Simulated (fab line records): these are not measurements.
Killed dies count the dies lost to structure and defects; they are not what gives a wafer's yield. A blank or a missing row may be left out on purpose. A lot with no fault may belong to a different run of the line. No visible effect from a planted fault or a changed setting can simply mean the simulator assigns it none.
Which of the tools did it? -- flow gf180mcu -- 18 wafers from 6 lots sampled at 2 of the route's 602 steps

WHAT THE GAUGES SHOWED, per wafer
GF_HV_LDD_CD_MEAS_19: the cd target is 400 nm.
lot,measured,on,cd-nm (nm)
L797,day 12 02:37,cd-sem-01,397.5 397.4 398.1
L798,day 12 11:17,cd-sem-02,401.2 398.7 400.9
L802,day 13 16:10,cd-sem-02,405.6 402.2 401.1
L809,day 15 14:10,cd-sem-02,- - -
L814,day 17 04:52,cd-sem-01,401.7 402.6 404.8
L816,day 18 01:28,cd-sem-01,398.8 396.3 400.6

TOOL THAT RAN EACH LOT (tool first, then ch and the chambers of the sampled wafers, then the start)
lot,GF_HV_LDD_DEVELOP_18
L797,"litho-track-03 ch 0, day 12 02:28"
L798,"litho-track-01 ch 0, day 12 11:09"
L802,"litho-track-03 ch 0, day 13 16:01"
L809,"litho-track-01 ch 0, day 15 14:01"
L814,"litho-track-03 ch 0, day 17 04:43"
L816,"litho-track-02 ch 0, day 18 01:19"
- GF_HV_LDD_DEVELOP_18: develop time 60 s.

THE ANSWER, worked out from the rows above alone
Rule: the usual values come from the lots themselves. The widest of any qualifying gaps counts: lots, ordered by their means at a reading, are off when they make up no more than a third of the lots, leave a main group of 4 or more, and stand apart from it by 3 or more times the standard deviation of that group's means. The tables above print the reading to a certain number of digits; a main group whose means all agree to those digits is not used. Also off: a lot with no number at a reading for which 4 or more lots have one. Where the step has rows for the other lots, those lots are counted as sound.
Off at GF_HV_LDD_CD_MEAS_19 (cd-nm): L809. Without a number there: L809. Mean 400.5 nm and standard deviation 2.2 in the main group.
A tool fits if, at a process step before that reading, it ran every lot that is off, and no sound lot after the first of them. Those tools and the gauges at GF_HV_LDD_CD_MEAS_19 are tried in the same way. Undecided on this evidence; 2 tools fit (litho-track-01 at GF_HV_LDD_DEVELOP_18, cd-sem-02 at GF_HV_LDD_CD_MEAS_19).

WHAT WAS PUT IN BY THE SIMULATOR
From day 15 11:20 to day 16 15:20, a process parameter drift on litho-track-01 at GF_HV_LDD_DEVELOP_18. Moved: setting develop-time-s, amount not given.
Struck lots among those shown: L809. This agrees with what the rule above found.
